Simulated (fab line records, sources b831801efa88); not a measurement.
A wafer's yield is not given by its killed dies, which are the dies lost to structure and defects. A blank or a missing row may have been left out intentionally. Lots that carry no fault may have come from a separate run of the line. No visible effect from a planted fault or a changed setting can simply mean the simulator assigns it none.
The tool behind it: which one? || flow sky130 || Sampling: 13 lots, 39 wafers, 2 of 708 route steps

## WHAT THE GAUGES READ, wafer by wafer
The record holds no reading of a measuring or inspecting step that can be judged against a usual standard deviation.

## WHAT TOOL EACH LOT RAN ON (gives the tool, then ch and the chambers of the sampled wafers, and finally the start)
{"lot": "L201", "SKY_VIA1_SPUTTER_20": "pvd_sputter-03, day 35 01:25", "SKY_PAD_OPEN_PROBE_99": "-"}
{"lot": "L204", "SKY_VIA1_SPUTTER_20": "pvd_sputter-04, day 35 23:02", "SKY_PAD_OPEN_PROBE_99": "-"}
{"lot": "L203", "SKY_VIA1_SPUTTER_20": "pvd_sputter-04, day 36 02:48", "SKY_PAD_OPEN_PROBE_99": "-"}
{"lot": "L206", "SKY_VIA1_SPUTTER_20": "pvd_sputter-03, day 36 15:47", "SKY_PAD_OPEN_PROBE_99": "-"}
{"lot": "L207", "SKY_VIA1_SPUTTER_20": "pvd_sputter-01, day 36 19:06", "SKY_PAD_OPEN_PROBE_99": "-"}
{"lot": "L208", "SKY_VIA1_SPUTTER_20": "pvd_sputter-03, day 37 04:45", "SKY_PAD_OPEN_PROBE_99": "-"}
{"lot": "L209", "SKY_VIA1_SPUTTER_20": "pvd_sputter-04, day 37 17:03", "SKY_PAD_OPEN_PROBE_99": "-"}
{"lot": "L211", "SKY_VIA1_SPUTTER_20": "pvd_sputter-04, day 38 03:33", "SKY_PAD_OPEN_PROBE_99": "-"}
{"lot": "L213", "SKY_VIA1_SPUTTER_20": "pvd_sputter-03, day 38 18:30", "SKY_PAD_OPEN_PROBE_99": "prober-02, day 49 14:31"}
{"lot": "L212", "SKY_VIA1_SPUTTER_20": "pvd_sputter-01, day 38 20:51", "SKY_PAD_OPEN_PROBE_99": "prober-01, day 49 15:02"}
{"lot": "L215", "SKY_VIA1_SPUTTER_20": "pvd_sputter-03, day 39 08:39", "SKY_PAD_OPEN_PROBE_99": "-"}
{"lot": "L220", "SKY_VIA1_SPUTTER_20": "pvd_sputter-04, day 41 08:24", "SKY_PAD_OPEN_PROBE_99": "-"}
{"lot": "L223", "SKY_VIA1_SPUTTER_20": "pvd_sputter-03, day 41 17:03", "SKY_PAD_OPEN_PROBE_99": "-"}
- SKY_VIA1_SPUTTER_20: material TiN, target thk 20 nm, time 80 s.
- SKY_PAD_OPEN_PROBE_99

## AS READ BY THE TOOLS THEMSELVES (means over the sampled wafers that have a number; for cases with no such wafer, the mark the record gives instead)
SKY_VIA1_SPUTTER_20.
{"lot": "L201", "tool": "pvd_sputter-03", "chamber_pressure_pa (Pa)": 4.996, "throttle_valve_pct (%)": 30.4}
{"lot": "L204", "tool": "pvd_sputter-04", "chamber_pressure_pa (Pa)": 4.996, "throttle_valve_pct (%)": 30.3}
{"lot": "L203", "tool": "pvd_sputter-04", "chamber_pressure_pa (Pa)": 5.011, "throttle_valve_pct (%)": 30.5}
{"lot": "L206", "tool": "pvd_sputter-03", "chamber_pressure_pa (Pa)": 5.000, "throttle_valve_pct (%)": 29.9}
{"lot": "L207", "tool": "pvd_sputter-01", "chamber_pressure_pa (Pa)": 4.999, "throttle_valve_pct (%)": 30.9}
{"lot": "L208", "tool": "pvd_sputter-03", "chamber_pressure_pa (Pa)": 4.994, "throttle_valve_pct (%)": 29.6}
{"lot": "L209", "tool": "pvd_sputter-04", "chamber_pressure_pa (Pa)": 5.003, "throttle_valve_pct (%)": 30.2}
{"lot": "L211", "tool": "pvd_sputter-04", "chamber_pressure_pa (Pa)": 5.005, "throttle_valve_pct (%)": 30.3}
{"lot": "L213", "tool": "pvd_sputter-03", "chamber_pressure_pa (Pa)": 5.003, "throttle_valve_pct (%)": 30.0}
{"lot": "L212", "tool": "pvd_sputter-01", "chamber_pressure_pa (Pa)": 4.995, "throttle_valve_pct (%)": 30.1}
{"lot": "L215", "tool": "pvd_sputter-03", "chamber_pressure_pa (Pa)": 4.994, "throttle_valve_pct (%)": 29.4}
{"lot": "L220", "tool": "pvd_sputter-04", "chamber_pressure_pa (Pa)": 4.766, "throttle_valve_pct (%)": 30.6}
{"lot": "L223", "tool": "pvd_sputter-03", "chamber_pressure_pa (Pa)": 5.002, "throttle_valve_pct (%)": 30.4}

SKY_PAD_OPEN_PROBE_99.
{"lot": "L213", "tool": "prober-02", "defect_limited_yield (%)": 82.2, "killed_at_M0_to_M3": 40, "killed_at_M4_up": 3.0, "killed_at_contacts": 29, "killed_at_front_end": 16, "killed_at_other": 0.3, "killed_dies": 88, "killed_open": 47, "killed_short": 41, "sort_bin_3_pad_short (%)": 0.7, "sort_bin_5_function (%)": 10.1, "sort_bin_6_memory (%)": 7.0, "sort_n_pass": 404, "sort_yield_pct (%)": 82.2}
{"lot": "L212", "tool": "prober-01", "defect_limited_yield (%)": 80.2, "killed_at_M0_to_M3": 50, "killed_at_M4_up": 3.7, "killed_at_contacts": 30, "killed_at_front_end": 14, "killed_at_other": 0.3, "killed_dies": 98, "killed_open": 53, "killed_short": 45, "sort_bin_3_pad_short (%)": 1.2, "sort_bin_5_function (%)": 10.8, "sort_bin_6_memory (%)": 7.8, "sort_n_pass": 394, "sort_yield_pct (%)": 80.2}

## THE ANSWER, worked out from the rows above alone
Rule: the lots themselves supply what counts as usual. Put in order of their means at a reading, lots are off if they are a third of the lots or fewer, leave a main group of 4 or more, and stand apart from it by a gap of 3 or more times the standard deviation of the main group's means; of several such gaps the widest counts. The tables above print the reading to a certain number of digits; a main group whose means all agree to those digits is not used. A lot without any number at a reading at which 4 lots or more have one is off too. All remaining lots with rows at the step are treated as sound. After the gauges, taken in route order, come the tools' own readings; for these a lot's mean is taken, as printed above. At the first step where some lot is off, the reading lying furthest off is the one used; lots without a number count as furthest.
Off: L220, at SKY_VIA1_SPUTTER_20 (chamber_pressure_pa). Main group: mean 5.000 Pa, sd 0.005.
If a tool, at that step or one of the process steps before it, ran each lot that is off and ran no sound lot following the first of them, it fits. One fits: SKY_VIA1_SPUTTER_20 on pvd_sputter-04. A fault onset in the window from L211 (day 38 03:33, its last sound lot) to L220 (day 41 08:24, its first lot off) fits.
On the lots that are off, the tool's own readings at SKY_VIA1_SPUTTER_20 differ by more than 5 times the standard deviation of the sound lots' means, which bears it out; chamber_pressure_pa reads 4.766 Pa there versus 5.000 Pa on the sound lots.

## WHAT THE SIMULATOR HAD INSERTED
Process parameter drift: pvd_sputter-04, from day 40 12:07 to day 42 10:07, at SKY_VIA1_SPUTTER_20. A move of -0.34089 in setting chamber_pressure_pa, from 5. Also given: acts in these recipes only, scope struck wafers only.
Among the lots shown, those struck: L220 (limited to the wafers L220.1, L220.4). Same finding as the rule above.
